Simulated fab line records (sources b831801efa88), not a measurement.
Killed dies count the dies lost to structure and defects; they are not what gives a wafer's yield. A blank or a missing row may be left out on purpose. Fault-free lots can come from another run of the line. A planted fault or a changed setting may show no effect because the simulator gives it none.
Matching of chambers | flow gf180mcu | GF_CONTACT_CMP_04 on cmp-01: 4 sister chambers
The step polishes SiO2. 4 wafers are shown with their chamber, then 7 later ones without.

== EACH WAFER AND ITS CHAMBER ==
wafer  | chamber | motor_current_A (A)
L800.5 | 1       | 11.7
L800.6 | 2       | 12.1
L801.1 | 0       | 10.7
L801.4 | 3       | 13.1

== WAFERS WITH NO CHAMBER GIVEN ==
wafer  | motor_current_A (A)
L801.5 | 10.7
L812.1 | 12.8
L812.4 | 12.1
L812.6 | 13.0
L813.2 | 11.8
L813.3 | 11.2
L813.5 | 11.1

== WHICH CHAMBER EACH ONE RAN IN ==
wafer  | from the rows above          | in truth
L801.5 | 0                            | 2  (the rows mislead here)
L812.1 | can't be placed: 3 or 2      | 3
L812.4 | can't be placed: 2 or 1      | 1
L812.6 | 3                            | 3
L813.2 | can't be placed: 1 or 2      | 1
L813.3 | can't be placed: 0 or 1 or 2 | 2
L813.5 | can't be placed: 0 or 1      | 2
Placed correctly: 1 of 7. Unplaceable from these rows: 5, with the true chamber sitting among the candidates in 4. Wrongly placed: 1.
How it was worked out, from the rows above alone: a wafer's distance from a chamber is the root of the sum, over the readings, of the square of ((its reading less the chamber's mean) divided by the reading's scatter). The wafer belongs to the nearest chamber; if the next one is less than 2 further off, it can't be placed. For every chamber, the mean is computed from those of its wafers that are shown. The scatter (one wafer shown for each chamber): square how far every hidden wafer sits from the nearest shown wafer, average those squares and take the square root.
